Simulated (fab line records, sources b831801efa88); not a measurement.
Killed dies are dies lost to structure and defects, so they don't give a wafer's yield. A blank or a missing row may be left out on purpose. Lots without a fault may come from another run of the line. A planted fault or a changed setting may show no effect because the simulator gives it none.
One fault seen from 2 desks | flow sky130 | each desk has only its own numbers; what lay behind them comes last

THE TOOL OWNER'S DESK: pvd_sputter-03
The tool's own readings at SKY_METAL3_SPUTTER_01 (material TiN, target thk 20 nm, time 16.7 s): means of the sampled wafers that have a number, for each lot that ran on this tool. A lot is out of limits, marked OUT, if its mean lies more than 4 standard deviations from the usual mean; the brackets give that distance.
Columns: A = throttle_valve_pct at SKY_METAL3_SPUTTER_01, usual 30.1 %
lot  | first seen here | A
L178 | day 37 01:55    | 28.4
L180 | day 38 00:26    | 30.5
L183 | day 38 18:07    | 29.0
L185 | day 38 23:47    | 28.8
L186 | day 39 15:23    | 30.5
L189 | day 40 01:49    | 29.6
L194 | day 41 03:01    | 29.6
This desk's finding: nothing out of limits on any of the 7 lots.

THE METROLOGY DESK
What the gauges read, lot by lot, whatever tool the lot ran on: means of the sampled wafers that have a number. A lot is out of limits, marked OUT, if its mean lies more than 4 standard deviations from the usual mean; the brackets give that distance.
Columns: A = PAD_OPEN_BOW at SKY_PAD_OPEN_BOW_MEAS_13, usual 50 um
lot  | first seen here | A
L177 | day 46 05:52    | 55
L178 | day 46 07:18    | 47
L179 | day 46 18:50    | 64
L180 | day 47 02:34    | 37
L182 | day 47 11:13    | 50
L183 | day 47 17:56    | 39
L185 | day 47 22:40    | 50
L186 | day 48 10:31    | 42
L189 | day 48 17:53    | 56
L194 | day 49 12:50    | 58
L198 | day 50 14:16    | 49
L199 | day 50 15:22    | 45
This desk's finding: nothing out of limits on any of the 12 lots.

PUT TOGETHER
The tool owner's desk saw nothing out of limits.
The metrology desk saw nothing out of limits.

WHAT THE SIMULATOR HAD PUT IN
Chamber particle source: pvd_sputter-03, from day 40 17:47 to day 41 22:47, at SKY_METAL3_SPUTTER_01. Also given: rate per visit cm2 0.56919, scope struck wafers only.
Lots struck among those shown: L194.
